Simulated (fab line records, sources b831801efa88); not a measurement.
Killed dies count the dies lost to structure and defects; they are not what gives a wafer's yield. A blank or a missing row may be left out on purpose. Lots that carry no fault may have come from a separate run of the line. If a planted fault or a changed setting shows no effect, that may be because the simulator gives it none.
fab line records	flow sky130
[record] lots = 12	wafers = 36	last_day = 50
route steps=708 shown SD_P@329 RES_XHIGH@360 CONTACT@411
lots with no fault: from the same line, run without faults
start_h: hours from the record's first day to the start of the lot's first wafer shown	wait_h: hours from the lot's prior step to this one	" unchanged from the row above	L1.1+2: several wafers, shown together as one row	- no value, or no start given	* or withheld: withheld	< > ~ a bound
route shown NAME@n: a module of which the file shows steps, and the number in the route of the first	usual: the fault-free wafers' mean and standard deviation	same: alike in all rows	chamber/n: place in a boat	sites: each site's reading	_std_site: how widely they spread, as a standard deviation	_edge_site: the outer-site mean with the inner-site mean subtracted	radius_mm: how far each site lies from the wafer's centre	mask NAME#n: copy n	behind: tool/chamber where the wafer was last shaped	hold: cause of the lot's hold/its duration in hours/its outcome	device: whichever transistor did not switch (one of n, p or np)	end of line: tests of these same wafers at the route's end	step lacking rows: just its recipe	killed: dies lost to structure and defects at the first sort, not the wafer's yield	map: per-die view of a wafer (x killed, . not killed, _ where there is no die)
set.NAME: the setting as run; set.NAME@STEP: as run at that earlier step	model.NAME: the simulator's own value behind a step, which no gauge read
the route's steps for a sample of lots (tables are steps, rows are wafers)
services: the hour from which a tool's chamber was out of use, counted from the record's first day as start_h (under 0 if before that day), plus the number of hours and why
[[steps]]
[step SKY_SD_P_IMPLANT_09]
[recipe] species = BF2	energy_kev = 20	dose_cm2 = 3e+15	tilt_deg = 0
[usual] beam_on_s = 13.9/1	tilt_deg = 0.001/0.019
lot.wafer	tool	chamber	start_h	wait_h	beam_on_s	tilt_deg
L495.1	implanter-03	0	584.30	0.0	15.1	-0.023
L495.3	"	0	"	"	14.9	0.011
L495.4	"	0	"	"	14.7	0.015
L498.1	implanter-03	0	613.50	0.0	14.5	0.010
L498.5	"	0	"	"	15.1	-0.005
L498.6	"	0	"	"	15.0	-0.002
L499.2	implanter-03	0	614.16	0.0	15.1	-0.014
L499.3	"	0	"	"	15.4	-0.010
L499.4	"	0	"	"	15.2	-0.002
L500.2	implanter-01	0	631.98	0.0	13.3	0.014
L500.3	"	0	"	"	14.4	-0.004
L500.5	"	0	"	"	13.8	0.015
L501.2	implanter-01	0	645.28	0.0	14.4	-0.020
L501.4	"	0	"	"	13.8	-0.002
L501.5	"	0	"	"	13.8	-0.023
L502.1	implanter-04	0	650.55	0.0	12.3	-0.043
L502.3	"	0	"	"	12.5	0.015
L502.6	"	0	"	"	13.0	0.000
L504.3	implanter-01	0	672.20	0.1	14.1	-0.001
L504.4	"	0	"	"	13.8	-0.007
L504.5	"	0	"	"	13.5	0.003
L507.1	implanter-01	0	688.00	0.0	14.1	-0.001
L507.4	"	0	"	"	14.2	0.020
L507.5	"	0	"	"	13.7	-0.009
L508.2	implanter-03	0	703.04	0.0	14.9	8.579
L508.4	"	0	"	"	15.4	8.599
L508.6	"	0	"	"	15.0	8.567
L512.3	implanter-03	0	731.80	0.1	15.1	8.556
L512.5	"	0	"	"	15.0	8.571
L512.6	"	0	"	"	15.0	8.588
L516.2	implanter-04	0	754.09	0.0	12.9	0.000
L516.4	"	0	"	"	12.7	-0.013
L516.5	"	0	"	"	12.3	-0.016
L515.1	implanter-04	0	757.70	0.0	12.7	-0.014
L515.3	"	0	"	"	12.8	-0.019
L515.4	"	0	"	"	12.7	-0.041
[step SKY_SD_P_TW_MEAS_11]
[usual] SD_P_TW = 2839/19
lot.wafer	tool	chamber	start_h	wait_h	SD_P_TW
L495.1	film_metro-01	-	584.55	0.1	2843
L495.3	"	-	"	"	2841
L495.4	"	-	"	"	2848
L498.1	film_metro-04	-	613.75	0.1	2832
L498.5	"	-	"	"	2821
L498.6	"	-	"	"	2828
L499.2	film_metro-04	-	614.40	0.1	2813
L499.3	"	-	"	"	2816
L499.4	"	-	"	"	2802
L500.2	film_metro-02	-	632.21	0.1	2863
L500.3	"	-	"	"	2854
L500.5	"	-	"	"	2884
L501.2	film_metro-02	-	645.51	0.1	2882
L501.4	"	-	"	"	2859
L501.5	"	-	"	"	2875
L502.1	film_metro-04	-	650.80	0.1	2838
L502.3	"	-	"	"	2825
L502.6	"	-	"	"	2836
L504.3	film_metro-02	-	672.42	0.1	2861
L504.4	"	-	"	"	2864
L504.5	"	-	"	"	2872
L507.1	film_metro-01	-	688.25	0.1	2833
L507.4	"	-	"	"	2822
L507.5	"	-	"	"	2831
L508.2	film_metro-04	-	703.28	0.1	2997
L508.4	"	-	"	"	3003
L508.6	"	-	"	"	3012
L512.3	film_metro-04	-	732.02	0.1	2976
L512.5	"	-	"	"	2988
L512.6	"	-	"	"	3014
L516.2	film_metro-01	-	754.33	0.1	2840
L516.4	"	-	"	"	2842
L516.5	"	-	"	"	2843
L515.1	film_metro-02	-	757.95	0.1	2839
L515.3	"	-	"	"	2842
L515.4	"	-	"	"	2843
[step SKY_SD_N_RS_MEAS_17]
[recipe] thk_meas_gauge = four-point-probe
[usual] SD_P_RS = 146.9/0.33
lot.wafer	tool	chamber	start_h	wait_h	SD_P_RS[ohm/sq]
L495.1	film_metro-01	-	644.55	0.1	146.8
L495.3	"	-	"	"	147.0
L495.4	"	-	"	"	147.2
L498.1	film_metro-01	-	672.35	0.1	146.3
L498.5	"	-	"	"	146.4
L498.6	"	-	"	"	146.5
L499.2	film_metro-04	-	672.58	0.1	146.9
L499.3	"	-	"	"	147.2
L499.4	"	-	"	"	146.9
L500.2	film_metro-01	-	689.74	0.1	146.6
L500.3	"	-	"	"	146.7
L500.5	"	-	"	"	146.8
L501.2	film_metro-02	-	703.54	0.1	146.6
L501.4	"	-	"	"	147.2
L501.5	"	-	"	"	146.7
L502.1	film_metro-01	-	707.90	0.1	146.8
L502.3	"	-	"	"	146.7
L502.6	"	-	"	"	147.2
L504.3	film_metro-04	-	728.29	0.1	146.7
L504.4	"	-	"	"	146.9
L504.5	"	-	"	"	147.1
L507.1	film_metro-02	-	743.85	0.1	147.4
L507.4	"	-	"	"	147.0
L507.5	"	-	"	"	147.0
L508.2	film_metro-02	-	758.58	0.1	-
L508.4	"	-	"	"	-
L508.6	"	-	"	"	-
L512.3	film_metro-01	-	787.01	0.1	-
L512.5	"	-	"	"	-
L512.6	"	-	"	"	-
L516.2	film_metro-01	-	809.12	0.1	146.9
L516.4	"	-	"	"	147.5
L516.5	"	-	"	"	147.2
L515.1	film_metro-01	-	814.11	0.1	147.1
L515.3	"	-	"	"	147.2
L515.4	"	-	"	"	147.0
[step SKY_SD_N_RS_MEAS_18]
[recipe] thk_meas_gauge = four-point-probe
[usual] RES_XHIGH_RS = 332.7/1.2
lot.wafer	tool	chamber	start_h	wait_h	RES_XHIGH_RS[ohm/sq]
L495.1	film_metro-01	-	644.67	0.1	334.6
L495.3	"	-	"	"	333.4
L495.4	"	-	"	"	332.9
L498.1	film_metro-01	-	672.47	0.1	331.3
L498.5	"	-	"	"	332.4
L498.6	"	-	"	"	332.4
L499.2	film_metro-04	-	672.70	0.1	331.9
L499.3	"	-	"	"	331.9
L499.4	"	-	"	"	332.1
L500.2	film_metro-01	-	689.86	0.1	332.2
L500.3	"	-	"	"	332.6
L500.5	"	-	"	"	331.2
L501.2	film_metro-02	-	703.66	0.1	333.5
L501.4	"	-	"	"	333.5
L501.5	"	-	"	"	333.1
L502.1	film_metro-01	-	708.02	0.1	333.6
L502.3	"	-	"	"	333.1
L502.6	"	-	"	"	333.4
L504.3	film_metro-04	-	728.41	0.1	331.9
L504.4	"	-	"	"	332.5
L504.5	"	-	"	"	333.0
L507.1	film_metro-02	-	743.97	0.1	332.8
L507.4	"	-	"	"	333.6
L507.5	"	-	"	"	332.2
L508.2	film_metro-02	-	758.70	0.1	334.2
L508.4	"	-	"	"	335.0
L508.6	"	-	"	"	335.5
L512.3	film_metro-01	-	787.13	0.1	331.4
L512.5	"	-	"	"	331.6
L512.6	"	-	"	"	332.3
L516.2	film_metro-01	-	809.24	0.1	331.5
L516.4	"	-	"	"	332.9
L516.5	"	-	"	"	333.4
L515.1	film_metro-01	-	814.23	0.1	333.5
L515.3	"	-	"	"	331.7
L515.4	"	-	"	"	332.7
[step SKY_CONTACT_BOW_MEAS_05]
[recipe] mode = bow
[usual] CONTACT_BOW = 83/7.3
lot.wafer	tool	chamber	start_h	wait_h	CONTACT_BOW[um]
L495.1	film_metro-01	-	704.64	0.2	84
L495.3	"	-	"	"	84
L495.4	"	-	"	"	92
L498.1	film_metro-03	-	731.21	0.1	80
L498.5	"	-	"	"	91
L498.6	"	-	"	"	90
L499.2	film_metro-03	-	732.08	0.2	88
L499.3	"	-	"	"	84
L499.4	"	-	"	"	94
L500.2	film_metro-03	-	748.58	0.2	77
L500.3	"	-	"	"	90
L500.5	"	-	"	"	85
L501.2	film_metro-02	-	761.82	0.2	77
L501.4	"	-	"	"	72
L501.5	"	-	"	"	75
L502.1	film_metro-01	-	765.81	0.1	83
L502.3	"	-	"	"	72
L502.6	"	-	"	"	74
L504.3	film_metro-02	-	786.88	0.1	78
L504.4	"	-	"	"	93
L504.5	"	-	"	"	89
L507.1	film_metro-02	-	801.10	0.2	77
L507.4	"	-	"	"	78
L507.5	"	-	"	"	69
L508.2	film_metro-01	-	816.38	0.3	79
L508.4	"	-	"	"	80
L508.6	"	-	"	"	78
L512.3	film_metro-01	-	845.37	0.3	88
L512.5	"	-	"	"	90
L512.6	"	-	"	"	77
L516.2	film_metro-01	-	864.91	0.3	83
L516.4	"	-	"	"	74
L516.5	"	-	"	"	78
L515.1	film_metro-03	-	869.83	0.1	90
L515.3	"	-	"	"	93
L515.4	"	-	"	"	103
[step SKY_CONTACT_RS_MEAS_25]
[recipe] thk_meas_gauge = four-point-probe	reads = W_of_CONTACT_CVD_24+TiN_of_CONTACT_SPUTTER_23
[usual] CONTACT_W_RS = 0.337/0.0037
lot.wafer	tool	chamber	start_h	wait_h	CONTACT_W_RS[ohm/sq]
L495.1	film_metro-02	-	733.30	0.1	0.336
L495.3	"	-	"	"	0.334
L495.4	"	-	"	"	0.336
L498.1	film_metro-03	-	759.65	0.1	0.329
L498.5	"	-	"	"	0.333
L498.6	"	-	"	"	0.339
L499.2	film_metro-03	-	760.57	0.1	0.332
L499.3	"	-	"	"	0.338
L499.4	"	-	"	"	0.334
L500.2	film_metro-02	-	776.88	0.1	0.335
L500.3	"	-	"	"	0.334
L500.5	"	-	"	"	0.335
L501.2	film_metro-03	-	790.03	0.1	0.331
L501.4	"	-	"	"	0.343
L501.5	"	-	"	"	0.332
L502.1	film_metro-02	-	793.64	0.1	0.330
L502.3	"	-	"	"	0.339
L502.6	"	-	"	"	0.339
L504.3	film_metro-01	-	815.24	0.1	0.331
L504.4	"	-	"	"	0.341
L504.5	"	-	"	"	0.334
L507.1	film_metro-03	-	828.15	0.1	0.339
L507.4	"	-	"	"	0.337
L507.5	"	-	"	"	0.336
L508.2	film_metro-03	-	843.48	0.1	0.330
L508.4	"	-	"	"	0.337
L508.6	"	-	"	"	0.334
L512.3	film_metro-03	-	872.89	0.1	0.337
L512.5	"	-	"	"	0.333
L512.6	"	-	"	"	0.341
L516.2	film_metro-02	-	890.82	0.1	0.337
L516.4	"	-	"	"	0.342
L516.5	"	-	"	"	0.339
L515.1	film_metro-02	-	896.25	0.1	0.338
L515.3	"	-	"	"	0.343
L515.4	"	-	"	"	0.337
[[services]]
tool	chamber	start_h	hours	kind
implanter-04	-	562.75	2.4	repair
implanter-01	-	584.58	4.0	pm
implanter-03	-	590.14	1.3	repair
implanter-03	-	590.36	3.9	repair
implanter-04	-	714.55	9.6	repair
[[key]]
[first_sign] step = SKY_SD_P_IMPLANT_09	reading = tilt_deg	direction = up	sigmas = 99+	usual = *	struck = *
[effect] step = SKY_SD_P_TW_MEAS_11	reading = SD_P_TW	direction = up	sigmas = 8.5	usual = 2839	struck = 2998
[effect] step = SKY_SD_N_RS_MEAS_17	reading = SD_P_RS	direction = missing
met_at SKY_SD_P_IMPLANT_09
struck_lots L508,L512
tester_left_out L508,L512
not_acting_at SKY_SD_N_RS_MEAS_18,SKY_CONTACT_BOW_MEAS_05,SKY_CONTACT_RS_MEAS_25
onset_between 614.16 703.04
[fault] kind = process_parameter_drift	tool = implanter-03	chamber = -	onset_h = 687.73	steps = SKY_SD_P_IMPLANT_09	channel = tilt_deg	offset = *	shape = step	end_h = 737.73	acts_in = *	stated = *
// tester_left_out: of these lots the tester's yield and bins aren't shown, on N5 and GAA mostly nor the transistor test; their killed dies are dies lost to structure and defects alone, not to doping, threshold or leakage, so they don't give the yield
